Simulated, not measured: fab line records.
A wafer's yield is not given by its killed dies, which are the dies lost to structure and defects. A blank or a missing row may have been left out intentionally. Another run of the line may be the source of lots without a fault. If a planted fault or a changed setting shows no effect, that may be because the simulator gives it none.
Commonality check across tools | flow sky130 | Lots sampled 11, wafers sampled 36

WHY IT WAS OPENED
At SKY_PWDE_TW_MEAS_10 the reading PWDE_TW is flagged on 1 of 11 lots. No-fault wafers: 375.3, standard deviation 2.2.
Rule: a lot is flagged in two cases, either no wafer of it has a number, or all its wafers with numbers fall more than 4 standard deviations from that mean. As for the other lots, they are considered sound.

lot  | measured    | on            | PWDE_TW, wafer by wafer       | flag
L690 | day 3 21:51 | film metro-03 | 373.8 377.2 373.5             |
L692 | day 4 11:28 | film metro-03 | 371.5 373.9 370.2             |
L695 | day 5 03:29 | film metro-02 | 30.2 30.2 30.2 30.0 30.2 30.4 | FLAGGED
L696 | day 5 08:22 | film metro-02 | 374.7 376.4 374.5             |
L705 | day 7 08:40 | film metro-03 | 376.2 376.4 375.8             |
L707 | day 7 17:13 | film metro-03 | 379.3 376.4 375.8             |
L708 | day 8 00:12 | film metro-02 | 379.0 379.5 376.1             |
L709 | day 8 05:45 | film metro-04 | 375.9 374.6 375.1             |
L710 | day 8 13:31 | film metro-02 | 378.5 378.8 377.6             |
L711 | day 8 17:00 | film metro-03 | 373.6 374.8 373.4             |
L712 | day 8 21:46 | film metro-03 | 374.0 374.0 373.3             |
Averaged over the flagged lots the numbers come to 30.2, -345.1 from the usual (-99 or more standard deviations).

LOT BY LOT: THE TOOL USED
2 process steps preceding the reading are held in the record, out of 708 steps in the route. Cell contents, in order: the tool; ch with the chambers the sampled wafers went through; the start.
lot  | flag    | SKY_DNWELL_STRIP_08                 | SKY_PWDE_EXPOSE_04
L690 |         | plasma asher-02 ch 0,1, day 3 06:14 | iline stepper-02 ch 0, day 3 14:15
L692 |         | plasma asher-02 ch 0,1, day 3 18:46 | iline stepper-02 ch 0, day 4 02:44
L695 | FLAGGED | plasma asher-02 ch 0,1, day 4 09:45 | iline stepper-01 ch 0, day 4 18:01
L696 |         | plasma asher-01 ch 0,1, day 4 14:46 | iline stepper-02 ch 0, day 4 23:35
L705 |         | plasma asher-01 ch 0,1, day 6 12:49 | iline stepper-01 ch 0, day 6 22:19
L707 |         | plasma asher-01 ch 0,1, day 6 21:49 | iline stepper-01 ch 0, day 7 08:10
L708 |         | plasma asher-04 ch 0,1, day 7 03:55 | iline stepper-01 ch 0, day 7 14:11
L709 |         | plasma asher-01 ch 0,1, day 7 09:46 | iline stepper-02 ch 0, day 7 19:41
L710 |         | plasma asher-02 ch 0,1, day 7 16:34 | iline stepper-01 ch 0, day 8 02:42
L711 |         | plasma asher-04 ch 0, day 7 20:44   | iline stepper-01 ch 0, day 8 06:47
L712 |         | plasma asher-02 ch 0,1, day 7 23:56 | iline stepper-01 ch 0, day 8 10:54
What is done by these steps:
- SKY_DNWELL_STRIP_08: strips in O2/N2.
- SKY_PWDE_EXPOSE_04: exposes mask PWDEM, target cd 840 nm.
- SKY_PWDE_TW_MEAS_10

FLAGGED OVER TOTAL, TOOL BY TOOL (the gauges that took the reading come last)
step                | tool             | lots run | flagged | share of the flagged lots | sound lots run after its first flagged lot
SKY_DNWELL_STRIP_08 | plasma asher-01  | 4        | 0       | none                      | -
SKY_DNWELL_STRIP_08 | plasma asher-02  | 5        | 1       | all                       | 2 (L710,L712)
SKY_DNWELL_STRIP_08 | plasma asher-04  | 2        | 0       | none                      | -
SKY_PWDE_EXPOSE_04  | iline stepper-01 | 7        | 1       | all                       | 6 (L705,L707,L708,L710,L711,L712)
SKY_PWDE_EXPOSE_04  | iline stepper-02 | 4        | 0       | none                      | -
SKY_PWDE_TW_MEAS_10 | film metro-02    | 4        | 1       | all                       | 3 (L696,L708,L710)
SKY_PWDE_TW_MEAS_10 | film metro-03    | 6        | 0       | none                      | -
SKY_PWDE_TW_MEAS_10 | film metro-04    | 1        | 0       | none                      | -

WHAT IS ALLOWED BY THE TABLE
Every flagged lot was run by 3 rows of the table: plasma asher-02 at SKY_DNWELL_STRIP_08, iline stepper-01 at SKY_PWDE_EXPOSE_04 and film metro-02 at SKY_PWDE_TW_MEAS_10.
- plasma asher-02 at SKY_DNWELL_STRIP_08: 1 of its 5 lots flagged. Sound lots ran on it after the first flagged one (L710, L712), which a lasting fault on the whole tool wouldn't allow.
- iline stepper-01 at SKY_PWDE_EXPOSE_04: 1 of its 7 lots flagged. Sound lots ran on it after the first flagged one (L705, L707, L708, L710, L711, L712), which a lasting fault on the whole tool wouldn't allow.
- film metro-02 at SKY_PWDE_TW_MEAS_10: 1 of its 4 lots flagged. Sound lots ran on it after the first flagged one (L696, L708, L710), which a lasting fault on the whole tool wouldn't allow.
None of the table's rows ran every flagged lot and, after the first, no sound lot.

WHAT THE SIMULATOR PUT IN
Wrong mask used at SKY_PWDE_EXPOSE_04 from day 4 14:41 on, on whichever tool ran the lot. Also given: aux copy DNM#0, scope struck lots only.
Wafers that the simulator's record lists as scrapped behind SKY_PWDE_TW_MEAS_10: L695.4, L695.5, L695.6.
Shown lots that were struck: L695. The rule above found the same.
